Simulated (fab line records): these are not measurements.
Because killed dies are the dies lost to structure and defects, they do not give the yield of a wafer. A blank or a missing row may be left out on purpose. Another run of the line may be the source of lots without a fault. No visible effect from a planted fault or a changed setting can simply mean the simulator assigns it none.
Chamber matching    flow gf180mcu    GF_V1_ETCH_16 on rie_diel-03 has 4 sister chambers
The step etches BARC in N2/H2. 4 wafers are shown with their chamber, then 6 later ones without.

== WAFERS, EACH WITH ITS CHAMBER ==
wafer   chamber  drypump_motor_current_A (A)
L268.6  1        5.5
L269.1  0        5.1
L269.6  2        5.6
L272.5  3        5.5

== WAFERS WITH NO CHAMBER GIVEN ==
wafer   drypump_motor_current_A (A)
L272.6  5.0
L282.3  5.6
L282.6  5.1
L284.1  5.5
L284.3  5.6
L284.6  5.5

== CHAMBER TAKEN BY EACH ==
wafer   from the rows above      in truth
L272.6  0                        0
L282.3  2                        2
L282.6  0                        0
L284.1  can't be placed: 1 or 3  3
L284.3  2                        2
L284.6  can't be placed: 1 or 3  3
4 of 6 placed correctly. Unplaceable from these rows: 2, with the true chamber sitting among the candidates in 2. Wrongly placed: 0.
How it was worked out, from the rows above alone: a wafer's distance from a chamber is the root of the sum, over the readings, of the square of ((its reading less the chamber's mean) divided by the reading's scatter). If the next closest chamber is less than 2 further off than the closest, the wafer can't be placed; otherwise it belongs to the closest. Each chamber's mean is taken over the wafers shown for it. The scatter: with one shown wafer a chamber, the root of the mean of the squares of how far each hidden wafer lies from its nearest shown one.
